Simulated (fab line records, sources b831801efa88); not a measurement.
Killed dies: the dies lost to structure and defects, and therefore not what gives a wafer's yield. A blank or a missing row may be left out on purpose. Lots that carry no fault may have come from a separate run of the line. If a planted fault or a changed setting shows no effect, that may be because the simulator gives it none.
fab line records	flow gf180mcu
[record] lots = 5	wafers = 15	last_day = 34
route steps=602 shown HV_LDD@230 NSD@235 PSD@248 SAB@264
lots untouched by any fault: they come from a run of this same line in which no faults occurred
start_h: the number of hours between the record's first day and the start of the first shown wafer of the lot	wait_h: how many hours have passed since the lot's step before this one	" identical to the entry in the row above	L1.1+2: one row covering several wafers at once	- no value, or no start given	* or withheld: withheld	< > ~ a bound
route shown NAME@n: names a module that has steps shown in the file, with the first one's number in the route	usual: mean/standard deviation of fault-free wafers	same: alike in all rows	chamber/n: place in a boat	sites: each site's reading	_std_site: standard deviation across them	_edge_site: mean of outer sites minus mean of inner sites	radius_mm: for every site, how far away it sits from the centre of the wafer	mask NAME#n: copy n	behind: the most recent tool/chamber to have shaped the wafer	hold: reason for holding the lot/hours on hold/outcome of the hold	device: names the non-switching transistor (n, p or np)	end of line: the same wafers' tests at the end of the route	a step with no rows: only its recipe	killed: dies lost to structure and defects at the first sort, not the wafer's yield	map: shows each die of a wafer: x if killed, . if not, _ if none is there
set.NAME: the setting that was run; set.NAME@STEP: the one run at that earlier step	model.NAME: the simulator's own value behind a step, which no gauge read
lots at selected steps of the route; one table per step, one row per wafer
services: the hour from which a tool's chamber was out of use, counted from the record's first day as start_h (under 0 if before that day), plus the number of hours and why
[[steps]]
[step GF_HV_LDD_CVD_54]
[recipe] material = SiO2	target_thk_nm = 10	precursor = TEOS	temp_c = 680	time_s = 75	pressure_mtorr = 400
[usual] zone_power_top_pct = 21.2/2.2
lot.wafer	tool	chamber	start_h	wait_h	zone_power_top_pct
L083.1	lpcvd-01	0	346.21	0.1	19.2
L083.2	"	0	"	"	19.4
L083.6	"	0	"	"	19.0
L084.2	lpcvd-02	1	350.63	0.1	21.3
L084.3	"	1	"	"	21.5
L084.4	"	1	"	"	21.7
L088.4	lpcvd-02	1	388.06	0.0	20.9
L088.5	"	1	"	"	21.1
L088.6	"	1	"	"	21.3
L095.1	lpcvd-01	0	446.38	0.1	19.2
L095.3	"	0	"	"	18.9
L095.6	"	0	"	"	19.0
L097.2	lpcvd-02	1	461.16	0.1	21.4
L097.5	"	1	"	"	21.6
L097.6	"	1	"	"	21.5
[step GF_HV_LDD_THK_MEAS_55]
[recipe] reads = SiO2_of_HV_LDD_CVD_54
[usual] HV_LDD_CVD_54_THK = 9.98/0.12
lot.wafer	tool	chamber	start_h	wait_h	HV_LDD_CVD_54_THK[nm]
L083.1	film_metro-04	-	347.23	0.0	10.04
L083.2	"	-	"	"	10.21
L083.6	"	-	"	"	10.14
L084.2	film_metro-02	-	351.66	0.0	9.91
L084.3	"	-	"	"	9.81
L084.4	"	-	"	"	9.88
L088.4	film_metro-04	-	389.62	0.0	9.87
L088.5	"	-	"	"	9.97
L088.6	"	-	"	"	10.01
L095.1	film_metro-02	-	447.40	0.0	10.06
L095.3	"	-	"	"	10.22
L095.6	"	-	"	"	10.07
L097.2	film_metro-01	-	462.19	0.0	10.29
L097.5	"	-	"	"	10.09
L097.6	"	-	"	"	10.15
[step GF_HV_LDD_CVD_56]
[recipe] material = Si3N4	precursor = DCS/NH3	target_thk_nm = 90	temp_c = 770	time_s = 1543	pressure_mtorr = 250
[usual] zone_power_top_pct = 25.1/3
lot.wafer	tool	chamber	start_h	wait_h	zone_power_top_pct
L083.1	lpcvd-01	0	347.29	0.1	22.9
L083.2	"	0	"	"	23.5
L083.6	"	0	"	"	22.9
L084.2	lpcvd-02	1	351.71	0.0	25.7
L084.3	"	1	"	"	25.2
L084.4	"	1	"	"	26.2
L088.4	lpcvd-02	0	389.65	0.0	22.8
L088.5	"	0	"	"	22.9
L088.6	"	0	"	"	22.8
L095.1	lpcvd-02	0	447.46	0.1	22.9
L095.3	"	0	"	"	23.0
L095.6	"	0	"	"	23.0
L097.2	lpcvd-01	1	462.24	0.0	30.3
L097.5	"	1	"	"	30.7
L097.6	"	1	"	"	30.0
[step GF_HV_LDD_THK_MEAS_57]
[recipe] reads = Si3N4_of_HV_LDD_CVD_56
[usual] HV_LDD_CVD_56_THK = 89.8/0.78
lot.wafer	tool	chamber	start_h	wait_h	HV_LDD_CVD_56_THK[nm]
L083.1	film_metro-01	-	348.72	0.0	89.7
L083.2	"	-	"	"	89.1
L083.6	"	-	"	"	88.8
L084.2	film_metro-01	-	353.15	0.0	89.2
L084.3	"	-	"	"	88.0
L084.4	"	-	"	"	88.8
L088.4	film_metro-04	-	391.11	0.0	89.5
L088.5	"	-	"	"	89.4
L088.6	"	-	"	"	90.0
L095.1	film_metro-04	-	448.89	0.0	89.7
L095.3	"	-	"	"	89.7
L095.6	"	-	"	"	89.9
L097.2	film_metro-04	-	463.68	0.0	90.1
L097.5	"	-	"	"	89.6
L097.6	"	-	"	"	90.2
[step GF_HV_LDD_ETCHBACK_58]
[recipe] chemistry = CH3F/O2	target = Si3N4	stop_on = SiO2	source_w = 400	bias_w = 80	pressure_mtorr = 25	ch3f_flow_sccm = 40	O2_flow_sccm = 30	time_s = 100	target_depth_a = 900
[usual] ch3f_flow_sccm = 40.00/0.12	drypump_motor_current_A = 5.7/0.34	oes_product_au = 0.841/0.0059	throttle_valve_pct = 10.561/0.0094
lot.wafer	tool	chamber	start_h	wait_h	ch3f_flow_sccm	drypump_motor_current_A	oes_product_au	rf_hours_counter_h	throttle_valve_pct
L083.1	rie_diel-04	2	348.78	0.1	39.83	5.9	0.844	6	10.560
L083.2	"	3	"	"	40.06	6.5	0.836	116	10.574
L083.6	"	1	"	"	40.10	5.7	0.838	-	10.561
L084.2	rie_diel-03	3	353.20	0.0	40.06	5.4	0.834	4	10.547
L084.3	"	0	"	"	39.88	6.0	0.834	67	10.547
L084.4	"	2	"	"	40.12	5.8	0.840	33	10.568
L088.4	rie_diel-02	2	391.14	0.0	39.92	5.9	0.843	2	10.566
L088.5	"	3	"	"	39.85	5.3	0.839	-	10.551
L088.6	"	0	"	"	40.00	5.7	0.838	-	10.560
L095.1	rie_diel-04	0	448.95	0.1	39.96	5.4	0.841	59	10.551
L095.3	"	3	"	"	40.18	6.6	0.846	1	10.556
L095.6	"	1	"	"	39.79	5.7	0.847	-	10.565
L097.2	rie_diel-02	3	463.73	0.0	40.05	5.3	0.843	2	10.555
L097.5	"	3	"	"	40.04	5.3	0.835	-	10.566
L097.6	"	2	"	"	40.04	5.9	0.848	-	10.568
[step GF_NSD_DEHYDRATE_00]
[recipe] temp_c = 200	time_s = 60
[usual] plate_temp_C = 200.01/0.17
lot.wafer	tool	chamber	start_h	wait_h	plate_temp_C
L083.1	litho_track-03	0	358.49	9.7	200.23
L083.2	"	0	"	"	200.06
L083.6	"	0	"	"	200.20
L084.2	litho_track-02	0	363.78	10.5	200.10
L084.3	"	0	"	"	200.29
L084.4	"	0	"	"	200.21
L088.4	litho_track-02	0	401.88	10.7	200.15
L088.5	"	0	"	"	200.18
L088.6	"	0	"	"	200.31
L095.1	litho_track-02	0	460.75	11.8	199.86
L095.3	"	0	"	"	199.87
L095.6	"	0	"	"	199.76
L097.2	litho_track-02	0	474.82	11.1	200.03
L097.5	"	0	"	"	199.90
L097.6	"	0	"	"	199.91
[step GF_NSD_HMDS_01]
[recipe] prime_time_s = 60	prime_temp_c = 120
[same] prime_time_s = 60
lot.wafer	tool	chamber	start_h	wait_h
L083.1+2+6	litho_track-03	0	358.64	0.1
L084.2+3+4	litho_track-02	0	363.93	0.1
L088.4+5+6	litho_track-02	0	402.03	0.1
L095.1+3+6	litho_track-02	0	460.90	0.1
L097.2+5+6	litho_track-02	0	474.97	0.1
[step GF_NSD_COAT_02]
[recipe] resist = NOVOLAK	spin_rpm = 3000	resist_thk_nm = 1000
[usual] dispense_pressure_kPa = 51.7/1.9
lot.wafer	tool	chamber	start_h	wait_h	dispense_pressure_kPa
L083.1	litho_track-03	0	358.79	0.1	55.0
L083.2	"	0	"	"	55.0
L083.6	"	0	"	"	55.0
L084.2	litho_track-02	0	364.08	0.1	50.6
L084.3	"	0	"	"	50.6
L084.4	"	0	"	"	50.6
L088.4	litho_track-02	0	402.18	0.1	50.6
L088.5	"	0	"	"	50.7
L088.6	"	0	"	"	50.6
L095.1	litho_track-02	0	461.05	0.1	50.6
L095.3	"	0	"	"	50.6
L095.6	"	0	"	"	50.6
L097.2	litho_track-02	0	475.12	0.1	50.6
L097.5	"	0	"	"	50.6
L097.6	"	0	"	"	50.6
[step GF_NSD_SOFTBAKE_03]
[recipe] temp_c = 90	time_s = 60	resist = NOVOLAK
[usual] plate_temp_C = 89.95/0.13
lot.wafer	tool	chamber	start_h	wait_h	plate_temp_C
L083.1	litho_track-03	0	358.94	0.1	89.72
L083.2	"	0	"	"	89.67
L083.6	"	0	"	"	89.65
L084.2	litho_track-02	0	364.23	0.1	89.95
L084.3	"	0	"	"	89.97
L084.4	"	0	"	"	89.93
L088.4	litho_track-02	0	402.33	0.1	89.82
L088.5	"	0	"	"	89.75
L088.6	"	0	"	"	89.80
L095.1	litho_track-02	0	461.20	0.1	90.03
L095.3	"	0	"	"	89.93
L095.6	"	0	"	"	89.66
L097.2	litho_track-02	0	475.27	0.1	89.79
L097.5	"	0	"	"	90.04
L097.6	"	0	"	"	89.89
[step GF_NSD_EXPOSE_04]
[recipe] mask_id = Nplus	target_cd_nm = 400	na = 0.6	source_shape = conventional	sigma_outer = 0.6	dose_mj = 140
lot.wafer	tool	chamber	start_h	wait_h	mask
L083.1+2+6	iline_stepper-02	0	-	-	Nplus#0
L084.2+3+4	iline_stepper-01	0	-	-	Nplus#0
L088.4+5+6	iline_stepper-02	0	-	-	Nplus#0
L095.1+3+6	iline_stepper-02	0	-	-	Nplus#0
L097.2+5+6	iline_stepper-01	0	-	-	Nplus#0
[step GF_NSD_PEB_05]
[recipe] temp_c = withheld	time_s = *	resist = NOVOLAK
lot.wafer	tool	chamber	start_h	wait_h
L083.1+2+6	litho_track-03	0	-	-
L084.2+3+4	litho_track-03	0	-	-
L088.4+5+6	litho_track-02	0	-	-
L095.1+3+6	litho_track-03	0	-	-
L097.2+5+6	litho_track-03	0	-	-
[step GF_NSD_DEVELOP_06]
[recipe] develop_time_s = 60	dev_temp_c = 23
lot.wafer	tool	chamber	start_h	wait_h
L083.1+2+6	litho_track-03	0	369.99	0.1
L084.2+3+4	litho_track-03	0	375.46	0.1
L088.4+5+6	litho_track-02	0	413.83	0.1
L095.1+3+6	litho_track-03	0	472.73	0.1
L097.2+5+6	litho_track-03	0	487.51	0.1
[step GF_NSD_CD_MEAS_07]
[recipe] target_cd_nm = 400
[usual] cd_nm = 400.2/1.9
lot.wafer	tool	chamber	start_h	wait_h	cd_nm
L083.1	cd_sem-02	-	370.14	0.1	395.8
L083.2	"	-	"	"	397.8
L083.6	"	-	"	"	399.2
L084.2	cd_sem-02	-	375.61	0.1	399.6
L084.3	"	-	"	"	401.5
L084.4	"	-	"	"	401.2
L088.4	cd_sem-02	-	413.96	0.1	400.2
L088.5	"	-	"	"	400.9
L088.6	"	-	"	"	400.1
L095.1	cd_sem-01	-	472.88	0.1	399.5
L095.3	"	-	"	"	398.7
L095.6	"	-	"	"	399.7
L097.2	cd_sem-02	-	487.65	0.1	397.3
L097.5	"	-	"	"	397.5
L097.6	"	-	"	"	399.0
[step GF_NSD_OVL_MEAS_08]
[usual] NSD_OVL = 0.1/1.9
lot.wafer	tool	chamber	start_h	wait_h	NSD_OVL[nm]
L083.1	overlay-02	-	370.26	0.1	-2.2
L083.2	"	-	"	"	-2.1
L083.6	"	-	"	"	-3.4
L084.2	overlay-02	-	375.71	0.1	-3.7
L084.3	"	-	"	"	-2.4
L084.4	"	-	"	"	-2.5
L088.4	overlay-01	-	414.04	0.1	2.5
L088.5	"	-	"	"	1.1
L088.6	"	-	"	"	-1.0
L095.1	overlay-01	-	473.00	0.1	-1.2
L095.3	"	-	"	"	-0.5
L095.6	"	-	"	"	-0.3
L097.2	overlay-02	-	487.76	0.1	-2.1
L097.5	"	-	"	"	1.0
L097.6	"	-	"	"	0.4
[step GF_NSD_IMPLANT_09]
[recipe] species = As	energy_kev = 60	dose_cm2 = 4e+15	tilt_deg = 7
lot.wafer	tool	chamber	start_h	wait_h
L083.1+2+6	implanter-01	0	370.29	0.0
L084.2+3+4	implanter-01	0	375.77	0.0
L088.4+5+6	implanter-04	0	414.13	0.1
L095.1+3+6	implanter-03	0	473.04	0.0
L097.2+5+6	implanter-01	0	487.82	0.0
[step GF_NSD_IMPLANT_10]
[recipe] species = P	energy_kev = 40	dose_cm2 = 5e+14	tilt_deg = 7
lot.wafer	tool	chamber	start_h	wait_h
L083.1+2+6	implanter-01	0	370.44	0.1
L084.2+3+4	implanter-01	0	375.92	0.1
L088.4+5+6	implanter-04	0	414.28	0.1
L095.1+3+6	implanter-03	0	473.19	0.1
L097.2+5+6	implanter-01	0	487.97	0.1
[step GF_NSD_STRIP_11]
[recipe] chemistry = O2/N2	power_w = 1400	pressure_mtorr = 1500	platen_temp_c = 250	o2_flow_sccm = 3000	n2_flow_sccm = 300	overash_fraction = 0.5
[usual] drypump_motor_current_A = 5.6/0.47	heater_power_w = 357/22	o2_flow_sccm = 3002/8.8	oes_product_au = 0.486/0.0049	platen_temp_c = 249.99/0.2	strip_time_to_endpoint_s = 22.96/0.034
lot.wafer	tool	chamber	start_h	wait_h	drypump_motor_current_A	heater_power_w	o2_flow_sccm	oes_product_au	platen_temp_c	rf_hours_counter_h	strip_time_to_endpoint_s
L083.1	plasma_asher-02	1	370.59	0.1	5.6	367	3020	0.487	250.18	71	22.98
L083.2	"	0	"	"	6.2	342	2991	0.486	250.32	71	22.94
L083.6	"	0	"	"	6.2	345	2986	0.480	250.08	-	22.95
L084.2	plasma_asher-04	0	376.04	0.1	4.8	337	2997	0.489	250.19	59	23.06
L084.3	"	0	"	"	4.8	333	3004	0.486	250.19	-	23.00
L084.4	"	1	"	"	5.7	386	2990	0.486	249.85	-	23.04
L088.4	plasma_asher-04	1	414.39	0.1	5.7	382	3012	0.495	249.80	-	22.94
L088.5	"	0	"	"	4.8	333	2991	0.488	250.67	-	22.92
L088.6	"	1	"	"	5.7	385	3009	0.487	249.90	-	22.89
L095.1	plasma_asher-04	1	473.34	0.1	5.7	386	3018	0.486	249.97	69	22.87
L095.3	"	0	"	"	4.8	336	2993	0.491	249.91	-	22.93
L095.6	"	0	"	"	4.8	338	2982	0.487	249.89	-	22.93
L097.2	plasma_asher-02	0	488.09	0.1	6.3	364	3013	0.489	249.97	6	22.97
L097.5	"	0	"	"	6.3	364	3004	0.486	250.05	-	22.95
L097.6	"	1	"	"	5.6	352	3001	0.479	250.05	-	22.97
[step GF_NSD_TW_MEAS_12]
[usual] NSD_TW = 4204/44
lot.wafer	tool	chamber	start_h	wait_h	NSD_TW
L083.1	film_metro-01	-	370.69	0.1	4155
L083.2	"	-	"	"	4177
L083.6	"	-	"	"	4150
L084.2	film_metro-04	-	376.15	0.1	4277
L084.3	"	-	"	"	4278
L084.4	"	-	"	"	4293
L088.4	film_metro-04	-	414.49	0.1	4244
L088.5	"	-	"	"	4247
L088.6	"	-	"	"	4250
L095.1	film_metro-04	-	473.44	0.1	4317
L095.3	"	-	"	"	4296
L095.6	"	-	"	"	4279
L097.2	film_metro-01	-	488.20	0.1	4190
L097.5	"	-	"	"	4183
L097.6	"	-	"	"	4186
[step GF_PSD_DEHYDRATE_00]
[recipe] temp_c = 200	time_s = 60
[usual] plate_temp_C = 200.02/0.14
lot.wafer	tool	chamber	start_h	wait_h	plate_temp_C
L083.1	litho_track-02	0	381.50	10.8	200.09
L083.2	"	0	"	"	200.13
L083.6	"	0	"	"	199.91
L084.2	litho_track-01	0	387.35	11.2	200.07
L084.3	"	0	"	"	200.02
L084.4	"	0	"	"	200.17
L088.4	litho_track-03	0	425.26	10.8	200.00
L088.5	"	0	"	"	200.09
L088.6	"	0	"	"	200.13
L095.1	litho_track-02	0	484.75	11.3	200.27
L095.3	"	0	"	"	200.12
L095.6	"	0	"	"	200.28
L097.2	litho_track-01	0	499.15	10.9	199.96
L097.5	"	0	"	"	200.10
L097.6	"	0	"	"	200.00
[step GF_PSD_HMDS_01]
[recipe] prime_time_s = 60	prime_temp_c = 120
[same] prime_time_s = 60
lot.wafer	tool	chamber	start_h	wait_h
L083.1+2+6	litho_track-02	0	381.65	0.1
L084.2+3+4	litho_track-01	0	387.50	0.1
L088.4+5+6	litho_track-03	0	425.41	0.1
L095.1+3+6	litho_track-02	0	484.90	0.1
L097.2+5+6	litho_track-01	0	499.30	0.1
[step GF_PSD_COAT_02]
[recipe] resist = NOVOLAK	spin_rpm = 3000	resist_thk_nm = 1000
[usual] dispense_pressure_kPa = 50.6/2.6
lot.wafer	tool	chamber	start_h	wait_h	dispense_pressure_kPa
L083.1	litho_track-02	0	381.80	0.1	50.6
L083.2	"	0	"	"	50.6
L083.6	"	0	"	"	50.6
L084.2	litho_track-01	0	387.65	0.1	47.8
L084.3	"	0	"	"	47.8
L084.4	"	0	"	"	47.8
L088.4	litho_track-03	0	425.56	0.1	55.0
L088.5	"	0	"	"	55.0
L088.6	"	0	"	"	55.0
L095.1	litho_track-02	0	485.05	0.1	50.6
L095.3	"	0	"	"	50.6
L095.6	"	0	"	"	50.6
L097.2	litho_track-01	0	499.45	0.1	47.8
L097.5	"	0	"	"	47.8
L097.6	"	0	"	"	47.8
[step GF_PSD_SOFTBAKE_03]
[recipe] temp_c = 90	time_s = 60	resist = NOVOLAK
[usual] plate_temp_C = 90.02/0.11
lot.wafer	tool	chamber	start_h	wait_h	plate_temp_C
L083.1	litho_track-02	0	381.95	0.1	89.96
L083.2	"	0	"	"	89.85
L083.6	"	0	"	"	90.04
L084.2	litho_track-01	0	387.80	0.1	90.14
L084.3	"	0	"	"	89.87
L084.4	"	0	"	"	89.93
L088.4	litho_track-03	0	425.71	0.1	90.05
L088.5	"	0	"	"	90.06
L088.6	"	0	"	"	90.14
L095.1	litho_track-02	0	485.20	0.1	90.14
L095.3	"	0	"	"	90.09
L095.6	"	0	"	"	90.19
L097.2	litho_track-01	0	499.60	0.1	90.13
L097.5	"	0	"	"	90.05
L097.6	"	0	"	"	89.97
[step GF_PSD_EXPOSE_04]
[recipe] mask_id = Pplus	target_cd_nm = 400	na = 0.6	source_shape = conventional	sigma_outer = 0.6	dose_mj = 140
lot.wafer	tool	chamber	start_h	wait_h	mask
L083.1+2+6	iline_stepper-02	0	-	-	Pplus#0
L084.2+3+4	iline_stepper-01	0	-	-	Pplus#0
L088.4+5+6	iline_stepper-01	0	-	-	Pplus#0
L095.1+3+6	iline_stepper-01	0	-	-	Pplus#0
L097.2+5+6	iline_stepper-01	0	-	-	Pplus#0
[step GF_PSD_PEB_05]
[recipe] temp_c = withheld	time_s = *	resist = NOVOLAK
lot.wafer	tool	chamber	start_h	wait_h
L083.1+2+6	litho_track-02	0	-	-
L084.2+3+4	litho_track-01	0	-	-
L088.4+5+6	litho_track-02	0	-	-
L095.1+3+6	litho_track-02	0	-	-
L097.2+5+6	litho_track-01	0	-	-
[step GF_PSD_DEVELOP_06]
[recipe] develop_time_s = 60	dev_temp_c = 23
lot.wafer	tool	chamber	start_h	wait_h
L083.1+2+6	litho_track-02	0	392.95	0.1
L084.2+3+4	litho_track-01	0	398.45	0.1
L088.4+5+6	litho_track-02	0	437.93	0.1
L095.1+3+6	litho_track-02	0	497.05	0.1
L097.2+5+6	litho_track-01	0	511.45	0.1
[step GF_PSD_CD_MEAS_07]
[recipe] target_cd_nm = 400
[usual] cd_nm = 400.2/2.1
lot.wafer	tool	chamber	start_h	wait_h	cd_nm
L083.1	cd_sem-02	-	393.10	0.1	399.6
L083.2	"	-	"	"	399.8
L083.6	"	-	"	"	400.7
L084.2	cd_sem-02	-	398.59	0.1	402.7
L084.3	"	-	"	"	400.8
L084.4	"	-	"	"	399.1
L088.4	cd_sem-01	-	438.06	0.1	400.5
L088.5	"	-	"	"	401.3
L088.6	"	-	"	"	401.3
L095.1	cd_sem-01	-	497.20	0.1	399.6
L095.3	"	-	"	"	401.1
L095.6	"	-	"	"	401.9
L097.2	cd_sem-02	-	511.59	0.1	398.7
L097.5	"	-	"	"	398.9
L097.6	"	-	"	"	397.7
[step GF_PSD_OVL_MEAS_08]
[usual] PSD_OVL = -0.4/1.6
lot.wafer	tool	chamber	start_h	wait_h	PSD_OVL[nm]
L083.1	overlay-01	-	393.22	0.1	2.0
L083.2	"	-	"	"	1.1
L083.6	"	-	"	"	0.3
L084.2	overlay-02	-	398.70	0.1	-1.4
L084.3	"	-	"	"	-3.3
L084.4	"	-	"	"	-3.3
L088.4	overlay-01	-	438.14	0.1	1.8
L088.5	"	-	"	"	1.7
L088.6	"	-	"	"	1.3
L095.1	overlay-02	-	497.32	0.1	-2.1
L095.3	"	-	"	"	-1.9
L095.6	"	-	"	"	-1.7
L097.2	overlay-01	-	511.70	0.1	1.7
L097.5	"	-	"	"	-0.3
L097.6	"	-	"	"	0.4
[step GF_PSD_IMPLANT_09]
[recipe] species = BF2	energy_kev = 40	dose_cm2 = 1.5e+15	tilt_deg = 7
lot.wafer	tool	chamber	start_h	wait_h
L083.1+2+6	implanter-03	0	393.26	0.0
L084.2+3+4	implanter-02	0	398.76	0.0
L088.4+5+6	implanter-02	0	438.23	0.1
L095.1+3+6	implanter-03	0	497.36	0.0
L097.2+5+6	implanter-02	0	511.75	0.0
[step GF_PSD_STRIP_10]
[recipe] chemistry = O2/N2	power_w = 1400	pressure_mtorr = 1500	platen_temp_c = 250	o2_flow_sccm = 3000	n2_flow_sccm = 300	overash_fraction = 0.5
[usual] drypump_motor_current_A = 5.6/0.48	heater_power_w = 344/24	o2_flow_sccm = 2999/9.8	oes_product_au = 0.591/0.0047	platen_temp_c = 250.00/0.16	strip_time_to_endpoint_s = 16.52/0.036
lot.wafer	tool	chamber	start_h	wait_h	drypump_motor_current_A	heater_power_w	o2_flow_sccm	oes_product_au	platen_temp_c	rf_hours_counter_h	strip_time_to_endpoint_s
L083.1	plasma_asher-01	0	393.41	0.1	5.3	317	3017	0.594	249.87	75	16.52
L083.2	"	1	"	"	6.1	338	3005	0.598	250.03	75	16.51
L083.6	"	1	"	"	6.1	342	2994	0.587	250.09	-	16.57
L084.2	plasma_asher-01	1	398.88	0.1	6.1	340	3004	0.591	249.96	76	16.57
L084.3	"	1	"	"	6.1	325	3004	0.589	249.99	-	16.55
L084.4	"	0	"	"	5.3	315	2985	0.589	249.75	-	16.62
L088.4	plasma_asher-01	1	438.34	0.1	6.1	339	2994	0.594	249.89	-	16.53
L088.5	"	1	"	"	6.1	329	3002	0.590	249.91	-	16.55
L088.6	"	0	"	"	5.3	321	2990	0.595	249.80	-	16.54
L095.1	plasma_asher-02	1	497.51	0.1	5.6	356	2995	0.587	249.98	8	16.53
L095.3	"	1	"	"	5.6	343	2991	0.591	249.89	-	16.53
L095.6	"	1	"	"	5.6	353	2986	0.588	250.15	-	16.53
L097.2	plasma_asher-01	1	511.88	0.1	6.1	336	2990	0.588	250.20	87	16.47
L097.5	"	0	"	"	5.3	318	2990	0.587	249.85	-	16.50
L097.6	"	1	"	"	6.1	338	3004	0.592	250.13	-	16.45
[step GF_PSD_TW_MEAS_11]
[usual] PSD_TW = 3148/33
lot.wafer	tool	chamber	start_h	wait_h	PSD_TW
L083.1	film_metro-03	-	393.51	0.1	3171
L083.2	"	-	"	"	3162
L083.6	"	-	"	"	3149
L084.2	film_metro-03	-	398.99	0.1	3173
L084.3	"	-	"	"	3161
L084.4	"	-	"	"	3165
L088.4	film_metro-01	-	438.44	0.1	3131
L088.5	"	-	"	"	3118
L088.6	"	-	"	"	3104
L095.1	film_metro-03	-	497.61	0.1	3130
L095.3	"	-	"	"	3130
L095.6	"	-	"	"	3131
L097.2	film_metro-03	-	511.99	0.1	3125
L097.5	"	-	"	"	3130
L097.6	"	-	"	"	3124
[step GF_PSD_CLEAN_12]
[recipe] chemistry = SC1/SC2	mix = 1:4:20	temp_c = 70	time_s = 150	dry = n2_spin
lot.wafer	tool	chamber	start_h	wait_h
L083.1+2+6	wet_bench-03	2	393.57	0.1
L084.2+3+4	wet_bench-02	3	399.04	0.0
L088.4+5+6	wet_bench-04	3	438.47	0.0
L095.1+3+6	wet_bench-03	1	497.67	0.1
L097.2+5+6	wet_bench-03	1	512.04	0.0
[step GF_PSD_RTA_13]
[recipe] temp_c = 1025	time_s = 20	ambient = N2
[usual] chamber_o2_ppm = 1.997/0.024	lamp_power_pct = 31.0/1.6	wafer_temp_C_max = 1028.7/1.3
lot.wafer	tool	chamber	start_h	wait_h	chamber_o2_ppm	lamp_power_pct	wafer_temp_C_max
L083.1	rtp_anneal-02	0	393.62	0.0	2.023	28.8	1027.0
L083.2	"	0	"	"	1.971	28.8	1026.8
L083.6	"	0	"	"	1.976	28.8	1027.0
L084.2	rtp_anneal-02	0	399.10	0.0	2.013	28.8	1027.4
L084.3	"	0	"	"	2.018	28.8	1028.2
L084.4	"	0	"	"	2.007	28.7	1027.0
L088.4	rtp_anneal-01	0	438.56	0.0	2.037	32.2	1028.5
L088.5	"	0	"	"	2.001	32.1	1030.0
L088.6	"	0	"	"	2.008	32.1	1030.0
L095.1	rtp_anneal-01	0	497.72	0.0	2.025	32.2	1029.6
L095.3	"	0	"	"	2.023	32.1	1030.0
L095.6	"	0	"	"	2.001	32.2	1027.8
L097.2	rtp_anneal-01	0	512.11	0.0	1.970	32.1	1029.7
L097.5	"	0	"	"	1.973	32.1	1029.0
L097.6	"	0	"	"	1.970	32.1	1029.2
[step GF_PSD_RS_MEAS_14]
[recipe] thk_meas_gauge = four-point-probe
[usual] NSD_RS = 46.14/0.078
lot.wafer	tool	chamber	start_h	wait_h	NSD_RS[ohm/sq]
L083.1	film_metro-04	-	393.70	0.1	46.17
L083.2	"	-	"	"	46.15
L083.6	"	-	"	"	46.21
L084.2	film_metro-01	-	399.19	0.1	46.08
L084.3	"	-	"	"	46.11
L084.4	"	-	"	"	46.26
L088.4	film_metro-04	-	438.66	0.1	46.14
L088.5	"	-	"	"	46.22
L088.6	"	-	"	"	46.19
L095.1	film_metro-03	-	497.80	0.1	46.23
L095.3	"	-	"	"	46.14
L095.6	"	-	"	"	46.18
L097.2	film_metro-01	-	512.20	0.1	46.02
L097.5	"	-	"	"	46.01
L097.6	"	-	"	"	45.92
[step GF_PSD_RS_MEAS_15]
[recipe] thk_meas_gauge = four-point-probe
[usual] PSD_RS = 108.64/0.27
lot.wafer	tool	chamber	start_h	wait_h	PSD_RS[ohm/sq]
L083.1	film_metro-04	-	393.82	0.1	109.08
L083.2	"	-	"	"	108.78
L083.6	"	-	"	"	109.05
L084.2	film_metro-01	-	399.31	0.1	108.73
L084.3	"	-	"	"	108.91
L084.4	"	-	"	"	108.80
L088.4	film_metro-04	-	438.78	0.1	108.54
L088.5	"	-	"	"	108.74
L088.6	"	-	"	"	108.74
L095.1	film_metro-03	-	497.92	0.1	108.04
L095.3	"	-	"	"	108.37
L095.6	"	-	"	"	108.40
L097.2	film_metro-01	-	512.32	0.1	108.61
L097.5	"	-	"	"	108.23
L097.6	"	-	"	"	108.41
[step GF_SAB_CVD_00]
[recipe] material = SiO2	target_thk_nm = 50	precursor = TEOS	temp_c = 400	time_s = 4.9302	rf_w = 600
[usual] heater_power_outer_w = 363/73	heater_power_w = 633/100
lot.wafer	tool	chamber	start_h	wait_h	heater_power_outer_w	heater_power_w
L083.1	pecvd-03	1	393.94	0.1	326	601
L083.2	"	2	"	"	340	650
L083.6	"	0	"	"	393	618
L084.2	pecvd-01	1	399.41	0.1	316	491
L084.3	"	0	"	"	316	616
L084.4	"	0	"	"	327	614
L088.4	pecvd-01	0	438.85	0.0	361	658
L088.5	"	2	"	"	326	603
L088.6	"	1	"	"	373	561
L095.1	pecvd-04	1	498.04	0.1	338	602
L095.3	"	0	"	"	424	699
L095.6	"	1	"	"	335	630
L097.2	pecvd-04	1	512.42	0.1	332	604
L097.5	"	0	"	"	411	688
L097.6	"	2	"	"	640	995
[step GF_SAB_THK_MEAS_01]
[recipe] reads = SiO2_of_SAB_CVD_00
[usual] SAB_CVD_00_THK = 50.2/0.68
lot.wafer	tool	chamber	start_h	wait_h	SAB_CVD_00_THK[nm]
L083.1	film_metro-03	-	393.96	0.0	49.3
L083.2	"	-	"	"	50.1
L083.6	"	-	"	"	50.8
L084.2	film_metro-03	-	399.44	0.0	50.4
L084.3	"	-	"	"	50.0
L084.4	"	-	"	"	50.8
L088.4	film_metro-01	-	438.89	0.0	49.4
L088.5	"	-	"	"	50.3
L088.6	"	-	"	"	50.4
L095.1	film_metro-02	-	498.06	0.0	49.9
L095.3	"	-	"	"	50.4
L095.6	"	-	"	"	50.7
L097.2	film_metro-03	-	512.45	0.0	49.4
L097.5	"	-	"	"	50.2
L097.6	"	-	"	"	51.1
[[services]]
tool	chamber	start_h	hours	kind
iline_stepper-02	-	324.09	4.3	pm
iline_stepper-02	-	329.03	1.4	repair
implanter-02	-	330.89	2.9	repair
lpcvd-02	-	359.73	6.1	pm
iline_stepper-02	-	371.61	6.0	repair
implanter-03	-	375.01	3.9	pm
lpcvd-01	-	380.53	1.3	repair
implanter-02	-	381.07	1.1	repair
iline_stepper-01	-	405.79	1.7	pm
implanter-02	-	407.76	2.7	repair
plasma_asher-02	-	421.25	9.0	pm
implanter-03	-	429.25	3.5	repair
implanter-01	-	439.96	2.1	repair
implanter-02	-	447.97	2.1	pm
implanter-01	-	450.04	3.3	pm
implanter-01	-	455.54	1.2	repair
plasma_asher-04	-	456.39	1.7	repair
iline_stepper-02	-	466.18	1.7	pm
lpcvd-02	-	468.89	0.6	repair
iline_stepper-02	-	475.75	1.6	repair
implanter-03	-	482.96	6.0	repair
implanter-01	-	490.45	6.0	repair
implanter-01	-	497.68	4.2	repair
plasma_asher-01	-	501.76	4.3	pm
[[key]]
fault none
